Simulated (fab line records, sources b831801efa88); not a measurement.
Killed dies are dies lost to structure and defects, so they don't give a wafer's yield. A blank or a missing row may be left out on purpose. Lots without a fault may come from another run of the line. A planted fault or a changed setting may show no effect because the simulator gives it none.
Which tool did it? | flow sky130 | 13 lots, 39 wafers sampled, at 3 steps of a route of 708

WHAT THE GAUGES READ, wafer by wafer
SKY_NWELL_THK_MEAS_02. Usual: NWELL_OXIDATION_THK 10.02 nm, standard deviation 0.21.
lot  | measured    | on            | NWELL_OXIDATION_THK (nm) | flag
L390 | day 3 10:12 | film_metro-04 | 10.28 10.31 10.48        |
L391 | day 3 10:12 | film_metro-02 | 9.74 9.80 9.87           |
L392 | day 3 14:17 | film_metro-02 | 10.12 10.20 10.01        |
L393 | day 3 14:20 | film_metro-02 | 10.29 10.26 10.26        |
L395 | day 3 23:52 | film_metro-04 | 10.05 10.25 9.97         |
L397 | day 4 12:31 | film_metro-03 | 9.99 10.02 9.97          |
L398 | day 4 12:31 | film_metro-04 | 10.03 10.24 10.07        |
L399 | day 4 17:49 | film_metro-03 | 10.36 10.20 10.34        |
L402 | day 5 07:32 | film_metro-03 | 9.83 10.05 9.98          |
L403 | day 5 16:24 | film_metro-04 | 9.91 9.91 9.88           |
L405 | day 6 01:47 | film_metro-03 | 10.10 10.19 10.05        |
L410 | day 7 07:25 | film_metro-02 | 10.06 10.12 10.07        |
L412 | day 7 12:49 | film_metro-04 | 9.72 9.88 9.65           |

SKY_VT_ADJUST_LVTN_TW_MEAS_10. Usual: VT_ADJUST_LVTN_TW 239.4, standard deviation 1.3.
lot  | measured     | on            | VT_ADJUST_LVTN_TW | flag
L390 | day 7 21:43  | film_metro-01 | 240.8 239.6 240.9 |
L391 | day 7 21:53  | film_metro-02 | 239.5 240.5 240.4 |
L392 | day 8 03:00  | film_metro-02 | 239.3 241.2 240.6 |
L393 | day 8 05:01  | film_metro-01 | 239.7 239.8 239.4 |
L395 | day 8 17:26  | film_metro-01 | 240.1 240.3 240.6 |
L397 | day 9 10:28  | film_metro-02 | 236.6 237.1 238.3 |
L398 | day 9 10:56  | film_metro-02 | 236.6 238.1 237.4 |
L399 | day 9 16:11  | film_metro-04 | 238.4 239.8 239.7 |
L402 | day 10 12:08 | film_metro-01 | 240.1 237.6 240.5 |
L403 | day 10 19:33 | film_metro-01 | 239.2 240.2 239.9 |
L405 | day 11 08:16 | film_metro-04 | 238.8 239.1 238.3 |
L410 | day 12 21:34 | film_metro-04 | 237.9 237.4 238.5 |
L412 | day 13 03:52 | film_metro-02 | 239.8 239.8 239.7 |

WHICH TOOL RAN EACH LOT (tool, then ch and the chambers of the sampled wafers, then the start)
lot  | SKY_VT_ADJUST_LVTN_EXPOSE_04
L390 | iline_stepper-01 ch 0, day 7 11:32
L391 | iline_stepper-02 ch 0, day 7 12:12
L392 | iline_stepper-02 ch 0, day 7 16:42
L393 | iline_stepper-01 ch 0, day 7 19:18
L395 | iline_stepper-02 ch 0, day 8 07:02
L397 | iline_stepper-01 ch 0, day 8 23:05
L398 | iline_stepper-02 ch 0, day 8 23:35
L399 | iline_stepper-01 ch 0, day 9 05:11
L402 | iline_stepper-01 ch 0, day 10 00:49
L403 | iline_stepper-01 ch 0, day 10 08:32
L405 | iline_stepper-02 ch 0, day 10 21:04
L410 | iline_stepper-02 ch 0, day 12 09:17
L412 | iline_stepper-02 ch 0, day 12 15:44
- SKY_VT_ADJUST_LVTN_EXPOSE_04: exposes mask NWM COMPLEMENT LESS NATIVE, target cd 840 nm.

WHAT THE TOOLS THEMSELVES READ (means of the sampled wafers that have a number; where no wafer has one, the mark that the record gives instead)
SKY_VT_ADJUST_LVTN_EXPOSE_04. Usual: exposure_dose_mJ_cm2 194.00, standard deviation 0.19.
lot  | tool             | exposure_dose_mJ_cm2 | flag
L390 | iline_stepper-01 | 193.98               |
L391 | iline_stepper-02 | 194.09               |
L392 | iline_stepper-02 | 194.00               |
L393 | iline_stepper-01 | 194.12               |
L395 | iline_stepper-02 | 193.99               |
L397 | iline_stepper-01 | 194.12               |
L398 | iline_stepper-02 | 194.00               |
L399 | iline_stepper-01 | 186.51               | OFF
L402 | iline_stepper-01 | 186.72               | OFF
L403 | iline_stepper-01 | 186.52               | OFF
L405 | iline_stepper-02 | 193.63               |
L410 | iline_stepper-02 | 194.21               |
L412 | iline_stepper-02 | 194.28               |

THE ANSWER, worked out from the rows above alone
Rule: a lot is off if the mean of its wafers that have a number lies more than 3 standard deviations from the usual mean. A lot without any number at a reading at which 4 lots or more have one is off too. The other lots that the step has rows for count as sound. The gauges are gone through in route order, then the tools' own readings, and for those a lot's mean is taken as printed above. The first step at which some lot is off is used, and at that step the reading that is off furthest; a lot without a number counts as furthest.
Off: L399, L402, L403, at SKY_VT_ADJUST_LVTN_EXPOSE_04 (exposure_dose_mJ_cm2).
A tool fits if, at that step or a process step before it, it ran every lot that is off, and no sound lot after the first of them. One fits: iline_stepper-01 at SKY_VT_ADJUST_LVTN_EXPOSE_04. Its last sound lot is L397 (day 8 23:05), its first lot that is off L399 (day 9 05:11): a fault that began between those two fits.
The tool's own readings at SKY_VT_ADJUST_LVTN_EXPOSE_04 bear it out: on the lots that are off they differ by more than 5 times the standard deviation of the sound lots' means. exposure_dose_mJ_cm2 reads 186.58 there against 194.04 on the sound lots.

WHAT THE SIMULATOR HAD PUT IN
Process parameter drift: iline_stepper-01, from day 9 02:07 on, at SKY_VT_ADJUST_LVTN_EXPOSE_04. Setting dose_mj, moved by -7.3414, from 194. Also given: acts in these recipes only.
Lots struck among those shown: L399, L402, L403. The rule above found the same.
